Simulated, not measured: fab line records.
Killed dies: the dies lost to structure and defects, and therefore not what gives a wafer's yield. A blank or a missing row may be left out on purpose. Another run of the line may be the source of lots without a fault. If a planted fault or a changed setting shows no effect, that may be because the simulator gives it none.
8D (eight disciplines) problem report, filled in by code / flow gf180mcu / the parts of the form that need people (team, actions taken, sign-off) are left out

1. THE ISSUE
Wafers free of any fault read 0.0697 ohm/sq (standard deviation 0.00072) for M4_ALCU_RS at GF_M4_RS_MEAS_05, against a mean of 0.1680 ohm/sq on 6 wafers of 2 lots. That is +99 or more standard deviations from the usual mean.
The step: measures by four-point-probe.
Earliest sighting: wafer L472.2 on film metro-02 at day 28 22:40. At this step, 36 wafers from 12 lots have a number in the record. Rule for "out", or "out of limits": more than 4 standard deviations from the usual mean. Any other wafer with a number is counted as sound.

2. WHAT IT IS AND WHAT IT IS NOT
question=which readings at this step | is=M4_ALCU_RS | is not=-
question=which lots | is=L472, L475 | is not=L455, L456, L457, L458, L459, L461, L462, L465, L466, L476
question=which wafers of those lots | is=all that have a number | is not=-
question=read on which gauges | is=film metro-02, film metro-03 | is not=film metro-04
question=when | is=from day 28 22:40 | is not=up to then (27 sound wafers); but 3 sound wafers of L476 came after

3. SUSPECTS, AND WHAT RULES EACH OUT
Counting: a tool at a process step up to the reading stays a suspect if it ran every lot that is out and no sound lot after the first of them.
- the gauge at GF_M4_RS_MEAS_05 has been ruled out. 2 gauges (film metro-02, film metro-03) read the wafers that are out.
- pvd sputter-01 at GF_M4_SPUTTER_01 (material TiN, target thk 30 nm, time 25.59 s): kept. It processed each lot that is out, first L472 at day 28 22:31, and no sound lot thereafter; up to then, the last sound lot it processed was L466 at day 26 22:07.
- pvd sputter-01 at GF_M4_SPUTTER_02 (material AlCu, target thk 450 nm, time 23.9 s): kept. It processed each lot that is out, first L472 at day 28 22:33, and no sound lot thereafter; up to then, the last sound lot it processed was L466 at day 26 22:08.
Left after counting: pvd sputter-01 at GF_M4_SPUTTER_01, pvd sputter-01 at GF_M4_SPUTTER_02.

4. THE CAUSE (what the simulator had put in)
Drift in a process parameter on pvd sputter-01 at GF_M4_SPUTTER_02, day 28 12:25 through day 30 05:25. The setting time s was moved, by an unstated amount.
2 suspects survive the count, and this tool is in that group.

5. SEQUENCE OF EFFECTS, ordered by route
Each row: a reading whose mean over the struck wafers that have a number lies more than 3 standard deviations from the usual. Readings are gone through only where the record gives a usual standard deviation; hours: the median, over the lots, of the time from a lot's start at the first step in this table giving one to that lot's start at this step; sigmas: the change measured in usual standard deviations.
hours=0; step=GF_M4_RS_MEAS_05; reading=M4_ALCU_RS; usual=0.0697 ohm/sq; on struck wafers=0.1680; change=+0.0983; sigmas=+99 or more
hours=0; step=GF_M4_THK_MEAS_06; reading=M4_ALCU_THK; usual=445 nm; on struck wafers=189; change=-256; sigmas=-48

6. HOW IT WOULD HAVE BEEN CAUGHT EARLIER
Counted from the fault's start at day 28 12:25, it took 10 hours until the first out-of-limits reading at a measuring or inspecting step in this record, taken at day 28 22:40.
Tool readings at GF_M4_SPUTTER_02 with a usual standard deviation given in the record: none out on any struck wafer, hence no alarm at a limit of 4 standard deviations on them.
Among the 2 lots that are out, L475 began GF_M4_SPUTTER_02 on pvd sputter-01 after day 28 22:40. Putting the tool on hold at that point would have spared it.
